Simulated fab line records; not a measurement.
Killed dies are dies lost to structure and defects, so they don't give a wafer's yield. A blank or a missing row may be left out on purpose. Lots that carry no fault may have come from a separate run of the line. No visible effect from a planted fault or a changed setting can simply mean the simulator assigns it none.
8D (eight disciplines) problem report, filled in by code || flow sfq-line || the parts of the form that need people (team, actions taken, sign-off) are left out

1. PROBLEM STATEMENT
At SFQ_TRILAYER_M2_BARC_OPEN_METAL_ETCH_077, oes-product-au averages 0.715 a.u. over 5 wafers from 2 lots, while fault-free wafers read 0.685 a.u., standard deviation 0.0045. That puts it +6.7 standard deviations away from the usual mean.
The step: etches BARC in O2, target depth 125 nm, time 41.7 s.
First observed at day 38 18:29: wafer L754.1, on rie-metal-03. At this step, 42 wafers from 14 lots have a number in the record. Rule for "out" (also "out of limits"): further than 4 standard deviations from the usual mean. Any other wafer with a number is counted as sound.

2. WHAT IT IS AND WHAT IT IS NOT
{"question": "which readings at this step", "is": "oes-product-au, run-length-s", "is not": "drypump-motor-current-A"}
{"question": "which lots", "is": "L754, L756", "is not": "L737, L739, L740, L741, L742, L746, L747, L748, L749, L753, L759, L760"}
{"question": "which wafers of those lots", "is": "L754.1, L754.2, L756.1, L756.2, L756.6", "is not": "L754.5"}
{"question": "read on which tools", "is": "rie-metal-03", "is not": "rie-metal-02, rie-metal-04"}
{"question": "when", "is": "from day 38 18:29", "is not": "up to then (31 sound wafers); but 6 sound wafers of L759, L760 came after"}

3. THE SUSPECTS, EACH WITH WHAT RULES IT OUT
Counting: if a tool at a process step up to the reading ran every lot that is out, it stays a suspect. Sound lots after the first of them don't rule it out here, since some wafers of a struck lot are sound.
- rie-metal-03 at SFQ_TRILAYER_M2_BARC_OPEN_METAL_ETCH_077 (etches BARC in O2, target depth 125 nm, time 41.7 s): kept. It processed each lot that is out (first: L754, day 38 18:29); up to then, its last sound lot is L749 (day 37 08:13). Its own oes-product-au, run-length-s readings are out on those wafers.
The count leaves rie-metal-03 at SFQ_TRILAYER_M2_BARC_OPEN_METAL_ETCH_077.

4. THE CAUSE (what the simulator had put in)
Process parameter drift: rie-metal-03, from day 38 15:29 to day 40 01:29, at SFQ_TRILAYER_M2_BARC_OPEN_METAL_ETCH_077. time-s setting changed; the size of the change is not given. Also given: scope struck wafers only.
This tool alone remained once counting was done.

5. THE EFFECT CHAIN, in route order
One row per reading whose mean, taken over the struck wafers that have a number, lies over 3 standard deviations from the usual. Scope: only readings with a usual standard deviation given in the record; hours: median across lots of the time from each lot's start at the first step in this table that gives one to its start at this step; sigmas: change in usual standard deviations.
{"hours": 0, "step": "SFQ_TRILAYER_M2_BARC_OPEN_METAL_ETCH_077", "reading": "oes-product-au", "usual": "0.685 a.u.", "on struck wafers": 0.715, "change": "+0.030", "sigmas": "+6.7"}
{"hours": 0, "step": "SFQ_TRILAYER_M2_BARC_OPEN_METAL_ETCH_077", "reading": "run-length-s", "usual": "70.0 s", "on struck wafers": 67.7, "change": -2.3, "sigmas": -6.9}
It contains these process steps:
- SFQ_TRILAYER_M2_BARC_OPEN_METAL_ETCH_077: etches BARC in O2, target depth 125 nm, time 41.7 s.
Later steps that measure or inspect, where all struck wafers having a row at the step show a number for every such reading and not one has moved that far: SFQ_I2_BOW_MEAS_917.

6. WHAT WOULD HAVE CAUGHT IT SOONER
In this record no reading fell out of limits until day 38 18:29, 3 hours after the fault had begun at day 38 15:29.
